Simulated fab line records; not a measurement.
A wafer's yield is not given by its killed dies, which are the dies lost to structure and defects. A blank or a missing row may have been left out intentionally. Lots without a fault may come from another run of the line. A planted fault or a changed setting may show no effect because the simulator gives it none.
Commonality check across tools | flow gf180mcu | 48 wafers sampled across 13 lots

## REASON IT WAS OPENED
GF_HV_LDD_RS_MEAS_53, reading HV_LDD_RS: flagged on 3 of 13 lots. No-fault wafers: 418.7 ohm/sq, standard deviation 0.79.
Rule: a lot is flagged in two cases, either no wafer of it has a number, or all its wafers with numbers fall more than 4 standard deviations from that mean. The rest of the lots are taken to be sound.

lot  | measured     | on            | HV_LDD_RS (ohm/sq), wafer by wafer  | flag
L992 | day 12 10:01 | film_metro-01 | 419.3 419.1 419.4                   |
L994 | day 12 22:49 | film_metro-01 | 412.2 413.3 413.4 413.3 413.1 414.0 | FLAGGED
L995 | day 13 12:19 | film_metro-01 | 412.1 412.2 412.3 413.2 412.3 412.9 | FLAGGED
L996 | day 13 20:36 | film_metro-01 | 412.2 412.7 412.8 412.5 411.8 412.8 | FLAGGED
L999 | day 15 02:21 | film_metro-01 | 419.7 419.6 419.4                   |
L104 | day 16 09:57 | film_metro-01 | 419.6 419.2 418.1                   |
L106 | day 17 00:13 | film_metro-04 | 418.1 417.8 419.5                   |
L107 | day 17 11:58 | film_metro-03 | 417.9 418.2 416.5                   |
L109 | day 17 21:09 | film_metro-01 | 420.3 419.2 419.1                   |
L110 | day 18 07:34 | film_metro-04 | 419.1 418.7 419.0                   |
L111 | day 18 19:47 | film_metro-03 | 418.2 419.7 418.8                   |
L114 | day 19 16:01 | film_metro-03 | 417.5 418.7 418.9                   |
L115 | day 20 04:34 | film_metro-04 | 419.8 420.4 418.9                   |
The numbers of the flagged lots are 412.7 ohm/sq on average: -6.0 ohm/sq against the usual, or -8 standard deviations.

## EACH LOT AND THE TOOL IT RAN ON
The record holds 2 process steps before the reading, out of a route of 602 steps. Every cell lists first the tool, next ch and the chambers used by the sampled wafers, and last the start.
lot  | flag    | GF_STI_ETCH_14                  | GF_HV_LDD_IMPLANT_36
L992 |         | rie_si-02 ch 0,1,3, day 2 01:03 | implanter-03 ch 0, day 11 13:41
L994 | FLAGGED | rie_si-02 ch 0,1, day 2 12:19   | implanter-03 ch 0, day 12 03:19
L995 | FLAGGED | rie_si-02 ch 1,2,3, day 2 17:45 | implanter-03 ch 0, day 12 15:17
L996 | FLAGGED | rie_si-02 ch 1,2,3, day 2 22:27 | implanter-03 ch 0, day 12 23:44
L999 |         | rie_si-01 ch 0,1,3, day 3 14:56 | implanter-02 ch 0, day 14 04:14
L104 |         | rie_si-02 ch 0,1, day 4 15:04   | implanter-02 ch 0, day 15 11:20
L106 |         | rie_si-02 ch 1,3, day 5 01:41   | implanter-04 ch 0, day 16 00:50
L107 |         | rie_si-02 ch 1,3, day 5 06:54   | implanter-03 ch 0, day 16 13:17
L109 |         | rie_si-02 ch 0,1,3, day 5 17:18 | implanter-03 ch 0, day 16 21:28
L110 |         | rie_si-02 ch 1,2,3, day 5 21:45 | implanter-03 ch 0, day 17 07:17
L111 |         | rie_si-01 ch 0,2,3, day 6 03:56 | implanter-03 ch 0, day 17 19:12
L114 |         | rie_si-01 ch 1,2,3, day 6 18:38 | implanter-03 ch 0, day 18 14:49
L115 |         | rie_si-02 ch 0,2, day 7 02:24   | implanter-04 ch 0, day 19 04:13
What is done by these steps:
- GF_STI_ETCH_14: etches Si in HBr/Cl2/O2, target depth 360 nm, time 102.9 s.
- GF_HV_LDD_IMPLANT_36
- GF_HV_LDD_RS_MEAS_53: measures by four-point-probe.

## FLAGGED OVER TOTAL, TOOL BY TOOL (the gauges that took the reading come last)
step                 | tool          | lots run | flagged | share of the flagged lots | sound lots run after its first flagged lot
GF_STI_ETCH_14       | rie_si-01     | 3        | 0       | none                      | -
GF_STI_ETCH_14       | rie_si-02     | 10       | 3       | all                       | 6 (L104,L106,L107,L109,L110,L115)
GF_HV_LDD_IMPLANT_36 | implanter-02  | 2        | 0       | none                      | -
GF_HV_LDD_IMPLANT_36 | implanter-03  | 9        | 3       | all                       | 5 (L107,L109,L110,L111,L114)
GF_HV_LDD_IMPLANT_36 | implanter-04  | 2        | 0       | none                      | -
GF_HV_LDD_RS_MEAS_53 | film_metro-01 | 7        | 3       | all                       | 3 (L999,L104,L109)
GF_HV_LDD_RS_MEAS_53 | film_metro-03 | 3        | 0       | none                      | -
GF_HV_LDD_RS_MEAS_53 | film_metro-04 | 3        | 0       | none                      | -

## WHAT IS ALLOWED BY THE TABLE
rie_si-02 at GF_STI_ETCH_14, implanter-03 at GF_HV_LDD_IMPLANT_36 and film_metro-01 at GF_HV_LDD_RS_MEAS_53: these 3 rows of the table ran every flagged lot.
- rie_si-02 at GF_STI_ETCH_14 ran 10 lots, 3 of them flagged. After the first flagged lot (L104, L106, L107, L109, L110, L115), sound lots still ran on it; a lasting fault on the whole tool would not permit that.
- implanter-03 at GF_HV_LDD_IMPLANT_36 ran 9 lots, 3 of them flagged. After the first flagged lot (L107, L109, L110, L111, L114), sound lots still ran on it; a lasting fault on the whole tool would not permit that. Its own readings (dose_ions_cm2, faraday_current_uA) fall more than 4 standard deviations out on all wafers of the flagged lots.
- film_metro-01 at GF_HV_LDD_RS_MEAS_53 ran 7 lots, 3 of them flagged. After the first flagged lot (L999, L104, L109), sound lots still ran on it; a lasting fault on the whole tool would not permit that.
No row of the table ran every flagged lot and no sound lot after the first.

## WHAT HAD BEEN PUT IN BY THE SIMULATOR
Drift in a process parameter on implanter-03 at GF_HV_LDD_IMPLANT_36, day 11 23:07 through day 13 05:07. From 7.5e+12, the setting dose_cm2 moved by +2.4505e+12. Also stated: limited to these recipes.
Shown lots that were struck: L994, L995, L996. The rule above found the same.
